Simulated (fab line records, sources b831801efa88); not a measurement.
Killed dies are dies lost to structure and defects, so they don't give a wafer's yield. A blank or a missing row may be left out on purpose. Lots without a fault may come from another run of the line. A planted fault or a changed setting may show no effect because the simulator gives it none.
Which tool did it? | flow gf180mcu | 13 lots, 39 wafers sampled, at 4 steps of a route of 602

WHAT THE GAUGES READ, wafer by wafer
The record holds no reading of a measuring or inspecting step that can be judged against a usual standard deviation.

WHICH TOOL RAN EACH LOT (tool, then ch and the chambers of the sampled wafers, then the start)
lot  | GF_VT_IMPLANT_SOFTBAKE_03         | GF_V1_SPUTTER_22             | GF_V4_CMP_04                  | GF_MIM_SPUTTER_01
L521 | litho_track-03 ch 0, day 5 12:51  | pvd_sputter-01, day 18 12:46 | cmp-02 ch 1,2, day 23 19:47   | pvd_sputter-02, day 24 19:12
L522 | litho_track-04 ch 0, day 5 15:13  | pvd_sputter-03, day 18 13:37 | cmp-01 ch 0,3, day 23 20:31   | pvd_sputter-03, day 24 20:37
L523 | litho_track-02 ch 0, day 6 01:55  | pvd_sputter-01, day 19 05:18 | cmp-02 ch 0,1,2, day 24 09:31 | pvd_sputter-02, day 25 08:11
L524 | litho_track-04 ch 0, day 6 08:02  | pvd_sputter-04, day 19 16:28 | cmp-02 ch 0,2, day 24 20:11   | pvd_sputter-02, day 25 19:13
L525 | litho_track-02 ch 0, day 6 10:59  | pvd_sputter-03, day 19 22:49 | cmp-01 ch 1,2, day 25 00:29   | pvd_sputter-03, day 26 00:04
L527 | litho_track-02 ch 0, day 6 19:53  | pvd_sputter-04, day 20 10:05 | cmp-01 ch 0,2,3, day 25 15:58 | pvd_sputter-03, day 26 15:05
L528 | litho_track-02 ch 0, day 7 02:02  | pvd_sputter-03, day 20 22:20 | cmp-02 ch 1,2,3, day 25 21:55 | pvd_sputter-03, day 26 20:29
L529 | litho_track-03 ch 0, day 7 09:28  | pvd_sputter-04, day 21 07:15 | cmp-01 ch 1,2, day 26 04:56   | pvd_sputter-04, day 27 03:23
L530 | litho_track-02 ch 0, day 7 16:04  | pvd_sputter-03, day 21 13:07 | cmp-02 ch 0,1,2, day 26 11:35 | pvd_sputter-02, day 27 10:04
L538 | litho_track-02 ch 0, day 9 14:59  | pvd_sputter-03, day 24 09:33 | cmp-02 ch 0,1,3, day 29 00:05 | pvd_sputter-04, day 29 20:34
L541 | litho_track-03 ch 0, day 10 09:00 | pvd_sputter-03, day 25 05:54 | cmp-02 ch 0,1,3, day 29 19:20 | pvd_sputter-04, day 30 15:16
L542 | litho_track-03 ch 0, day 10 15:12 | pvd_sputter-01, day 25 16:45 | cmp-02 ch 0,3, day 30 05:13   | pvd_sputter-03, day 31 00:35
L543 | litho_track-03 ch 0, day 10 20:24 | pvd_sputter-01, day 25 18:49 | cmp-01 ch 1,2,3, day 30 07:16 | pvd_sputter-04, day 31 03:23
- GF_VT_IMPLANT_SOFTBAKE_03: time 60 s.
- GF_V1_SPUTTER_22: material TiN, target thk 10 nm, time 40 s.
- GF_V4_CMP_04: polishes SiO2.
- GF_MIM_SPUTTER_01: material TiN, target thk 30 nm, time 25 s.

WHAT THE TOOLS THEMSELVES READ (means of the sampled wafers that have a number; where no wafer has one, the mark that the record gives instead)
GF_VT_IMPLANT_SOFTBAKE_03.
lot  | tool           | heater_power_total_W (W) | run_length_s (s)
L521 | litho_track-03 | 56.59                    | 89.23
L522 | litho_track-04 | 56.61                    | 89.39
L523 | litho_track-02 | 56.56                    | 89.39
L524 | litho_track-04 | 56.56                    | 89.39
L525 | litho_track-02 | 56.58                    | 89.33
L527 | litho_track-02 | 56.64                    | 89.26
L528 | litho_track-02 | 56.60                    | 89.52
L529 | litho_track-03 | 56.61                    | 89.27
L530 | litho_track-02 | 56.62                    | 89.30
L538 | litho_track-02 | 57.36                    | 87.12
L541 | litho_track-03 | 56.61                    | 89.27
L542 | litho_track-03 | 56.60                    | 89.21
L543 | litho_track-03 | 56.62                    | 89.22

GF_V1_SPUTTER_22.
lot  | tool           | throttle_valve_pct (%)
L521 | pvd_sputter-01 | 30.0
L522 | pvd_sputter-03 | 30.2
L523 | pvd_sputter-01 | 30.1
L524 | pvd_sputter-04 | 30.2
L525 | pvd_sputter-03 | 29.6
L527 | pvd_sputter-04 | 29.8
L528 | pvd_sputter-03 | 30.0
L529 | pvd_sputter-04 | 30.0
L530 | pvd_sputter-03 | 29.6
L538 | pvd_sputter-03 | 29.8
L541 | pvd_sputter-03 | 29.7
L542 | pvd_sputter-01 | 31.0
L543 | pvd_sputter-01 | 30.1

GF_V4_CMP_04.
lot  | tool   | motor_current_A (A) | time_to_endpoint_s (s)
L521 | cmp-02 | 12.3                | 81
L522 | cmp-01 | 11.2                | 77
L523 | cmp-02 | 13.0                | 83
L524 | cmp-02 | 11.9                | 82
L525 | cmp-01 | 12.7                | 79
L527 | cmp-01 | 12.0                | 84
L528 | cmp-02 | 13.1                | 87
L529 | cmp-01 | 12.5                | 84
L530 | cmp-02 | 13.2                | 84
L538 | cmp-02 | 13.1                | 87
L541 | cmp-02 | 13.1                | 83
L542 | cmp-02 | 13.6                | 87
L543 | cmp-01 | 11.6                | 82

GF_MIM_SPUTTER_01.
lot  | tool           | throttle_valve_pct (%)
L521 | pvd_sputter-02 | 31.0
L522 | pvd_sputter-03 | 29.6
L523 | pvd_sputter-02 | 30.8
L524 | pvd_sputter-02 | 30.7
L525 | pvd_sputter-03 | 29.6
L527 | pvd_sputter-03 | 30.1
L528 | pvd_sputter-03 | 29.8
L529 | pvd_sputter-04 | 30.1
L530 | pvd_sputter-02 | 30.9
L538 | pvd_sputter-04 | 29.9
L541 | pvd_sputter-04 | 30.1
L542 | pvd_sputter-03 | 29.6
L543 | pvd_sputter-04 | 29.8

THE ANSWER, worked out from the rows above alone
Rule: what is usual is taken from the lots themselves. Put in order of their means at a reading, lots are off if they are a third of the lots or fewer, leave a main group of 4 or more, and stand apart from it by a gap of 3 or more times the standard deviation of the main group's means; of several such gaps the widest counts. A main group whose means are all the same, to the digits that the tables above print for the reading, isn't used. A lot without any number at a reading at which 4 lots or more have one is off too. The other lots that the step has rows for count as sound. The gauges are gone through in route order, then the tools' own readings, and for those a lot's mean is taken as printed above. The first step at which some lot is off is used, and at that step the reading that is off furthest; a lot without a number counts as furthest.
Off: L538, at GF_VT_IMPLANT_SOFTBAKE_03 (heater_power_total_W). The main group: mean 56.60 W, standard deviation 0.023.
A tool fits if, at that step or a process step before it, it ran every lot that is off, and no sound lot after the first of them. One fits: litho_track-02 at GF_VT_IMPLANT_SOFTBAKE_03. Its last sound lot is L530 (day 7 16:04), its first lot that is off L538 (day 9 14:59): a fault that began between those two fits.
The tool's own readings at GF_VT_IMPLANT_SOFTBAKE_03 bear it out: on the lots that are off they differ by more than 5 times the standard deviation of the sound lots' means. heater_power_total_W reads 57.36 W there against 56.60 W on the sound lots; run_length_s reads 87.12 s there against 89.31 s on the sound lots.

WHAT THE SIMULATOR HAD PUT IN
Process parameter drift: litho_track-02, from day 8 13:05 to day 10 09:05, at GF_VT_IMPLANT_SOFTBAKE_03. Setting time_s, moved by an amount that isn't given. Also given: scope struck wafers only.
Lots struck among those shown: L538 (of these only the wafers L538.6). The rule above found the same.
